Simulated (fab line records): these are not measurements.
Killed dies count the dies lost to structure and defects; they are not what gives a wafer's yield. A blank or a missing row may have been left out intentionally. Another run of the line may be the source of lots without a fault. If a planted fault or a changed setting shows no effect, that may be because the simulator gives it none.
A struck lot beside a sound one || flow sky130 || 43 steps out of a route of 708
Sound: wafers L197.1, L197.2, L197.3. Struck: wafers L208.1, L208.3, L208.6. The cause is given at the end.
Order at every step that has rows: each side's tool, ch and its chambers, its first start. Under that, the readings that differ: sound wafers || struck wafers || difference of the means || sigmas: that difference in standard deviations of wafers without a fault.
alike: words and numbers the same on both sides, and readings whose means are apart by under 2 such deviations; not compared: readings that were withheld, readings missing a value for some wafer, numbers with overlapping values and no deviation given by the record, and bounds like >300 which may hide the same value.
The two part at a step that has a row with sigmas, a row that says differs or no value, or rows on one side only. Numbers that don't overlap but have no deviation are shown without sigmas and don't part them. A reading that every wafer of one side lacks parts them only if that side has two wafers or more.

first, 3 steps without rows for these wafers: SKY_FIELD_ISO_HMDS_06 (prime time 60 s); SKY_FIELD_ISO_COAT_07 (resist thk 60 nm); SKY_FIELD_ISO_COAT_08 (resist thk 450 nm).
SKY_FIELD_ISO_SOFTBAKE_09: time 92.29 s.
  sound: lithoTrack-02 ch 0; struck: lithoTrack-02 ch 0
  alike: heaterPowerTotalW, plateSensorTCentreC, plateSensorTEdgeC
then, 3 steps without rows for these wafers: SKY_FIELD_ISO_EXPOSE_10 (exposes mask FOM, target cd 150 nm); SKY_FIELD_ISO_PEB_11; SKY_FIELD_ISO_DEVELOP_12 (develop time 60 s).
SKY_FIELD_ISO_CD_MEAS_13: the cd target is 150 nm.
  struck on cdSem-02, day 5 05:46; sound on cdSem-02, day 2 20:02
  alike: cdNm
SKY_FIELD_ISO_ETCH_14: etches BARC in N2/H2, stops on SiO2, time 48.11 s, target depth 60 nm.
  sound on rieDiel-04 ch 0,1,2, day 2 20:09; struck on rieDiel-02 ch 0,3, day 5 05:53
  alike: drypumpMotorCurrentA, h2FlowSccm, oesProductAu, throttleValvePct
  not compared: rfHoursCounterH
SKY_FIELD_ISO_ETCH_15: etches the open film in CHF3/O2, stops on Si, target depth 180 nm, time 72 s.
  sound on rieDiel-04 ch 0,1,2, day 2 20:11; struck on rieDiel-02 ch 0,3, day 5 05:56
  alike: biasW, drypumpMotorCurrentA, oesProductAu, throttleValvePct
  not compared: rfHoursCounterH
SKY_FIELD_ISO_STRIP_16: strips in O2/N2.
  sound on plasmaAsher-02 ch 0,1, day 2 20:14; struck on plasmaAsher-02 ch 0, day 5 05:59
  alike: drypumpMotorCurrentA, oesProductAu, stripTimeToEndpointS
  not compared: rfHoursCounterH
then, 1 step without rows for these wafers: SKY_FIELD_ISO_ETCH_17 (etches Si in HBr/Cl2/O2, target depth 342 nm, time 97.7 s).
SKY_FIELD_ISO_WET_ETCH_18: etches Si3N4 in H3PO4, target depth 25 nm, time 286 s.
  sound on wetBench-01 ch 1, day 2 20:25; struck on wetBench-04 ch 1, day 5 06:10
then, 4 steps without rows for these wafers: SKY_FIELD_ISO_CLEAN_19 (cleans in SC1/SC2, time 150 s); SKY_FIELD_ISO_CLEAN_20 (cleans in dHF, time 20 s); SKY_FIELD_ISO_WET_ETCH_21 (etches SiO2 in dHF, target depth 20 nm, time 400 s); SKY_FIELD_ISO_OXIDATION_22 (stabilise 600 s, purge 300 s, target thk 10 nm).
SKY_FIELD_ISO_THK_MEAS_23:
  struck on filmMetro-03, day 5 07:38; sound on filmMetro-01, day 2 21:53
  alike: FIELD_ISO_OXIDATION_01_THK
then, 1 step without rows for these wafers: SKY_FIELD_ISO_CVD_24 (deposits SiO2, target thk 595 nm, time 99.2 s).
SKY_FIELD_ISO_THK_MEAS_25:
  struck on filmMetro-01, day 5 07:46; sound on filmMetro-02, day 2 22:01
{"reading": "FIELD_ISO_CVD_24_THK (nm)", "sound": "592 600 585", "struck": "605 610 601", "difference": "+13", "sigmas": "+2"}
then, 1 step without rows for these wafers: SKY_FIELD_ISO_ANNEAL_26 (time 1800 s).
SKY_FIELD_ISO_CMP_27: polishes, stops on Si3N4, t overpolish 16 s, target thk 457.8 nm.
  sound on cmp-01 ch 0,1,2, day 3 00:55; struck on cmp-02 ch 2,3, day 5 10:25
{"reading": "timeToEndpointS (s)", "sound": "110 101 99", "struck": "127 126 125", "difference": "+23", "sigmas": "+3"}
  alike: motorCurrentA, overpolishRunS, slurryFlowMlMin
then, 5 steps without rows for these wafers: SKY_FIELD_ISO_WET_ETCH_28 (etches SiO2 in dHF, target depth 23.7 nm, time 47 s); SKY_FIELD_ISO_WET_ETCH_29 (etches Si3N4 in H3PO4, target depth 160 nm, time 1825 s); SKY_FIELD_ISO_WET_ETCH_30 (etches SiO2 in dHF, target depth 25 nm, time 50 s); SKY_NWELL_CLEAN_00 (cleans in SC1/SC2, time 150 s); SKY_NWELL_OXIDATION_01 (stabilise 600 s, purge 300 s, target thk 10 nm).
SKY_NWELL_THK_MEAS_02:
  struck on filmMetro-02, day 5 13:20; sound on filmMetro-03, day 3 03:45
  alike: NWELL_OXIDATION_THK
then, 9 steps without rows for these wafers: SKY_DNWELL_DEHYDRATE_00 (time 60 s); SKY_DNWELL_HMDS_01 (prime time 60 s); SKY_DNWELL_COAT_02 (resist thk 3000 nm); SKY_DNWELL_SOFTBAKE_03; SKY_DNWELL_EXPOSE_04 (exposes mask DNM, target cd 3000 nm); SKY_DNWELL_PEB_05; SKY_DNWELL_DEVELOP_06 (develop time 60 s); SKY_DNWELL_IMPLANT_07; SKY_DNWELL_STRIP_08 (strips in O2/N2).
SKY_DNWELL_TW_MEAS_09:
  struck on filmMetro-02, day 6 07:58; sound on filmMetro-04, day 3 20:28
  alike: DNWELL_TW
then, 4 steps without rows for these wafers: SKY_PWDE_DEHYDRATE_00 (time 60 s); SKY_PWDE_HMDS_01 (prime time 60 s); SKY_PWDE_COAT_02 (resist thk 3000 nm); SKY_PWDE_SOFTBAKE_03.
-- the record jumps here: 43 days lie between the struck wafers' starts before and after (it left off in module PWDE and takes up again in module PAD_OPEN, whose first step shown is number 708 of the route) --
SKY_PAD_OPEN_PROBE_99:
  struck on prober-01, day 49 03:57; sound on prober-02, day 46 10:44
{"reading": "hold", "sound": "- - -", "struck": "awaitDispo/1.8h/release awaitDispo/1.8h/release awaitDispo/1.8h/release", "difference": "no value on the sound wafers", "sigmas": ""}
{"reading": "killedAtFrontEnd", "sound": "17 17 13", "struck": "49 48 57", "difference": "+36", "sigmas": "+8"}
{"reading": "killedDies", "sound": "82 101 93", "struck": "110 109 130", "difference": "+24", "sigmas": "+2"}
  alike: killed_at_M0_to_M3, killed_at_M4_up, killedAtContacts, killedAtOther, killedOnRim, killedOpen, killedShort

== WHERE THEY PART ==
Earliest at SKY_FIELD_ISO_THK_MEAS_25; latest, in this record, at SKY_PAD_OPEN_PROBE_99.

WHY: the cause the simulator had injected
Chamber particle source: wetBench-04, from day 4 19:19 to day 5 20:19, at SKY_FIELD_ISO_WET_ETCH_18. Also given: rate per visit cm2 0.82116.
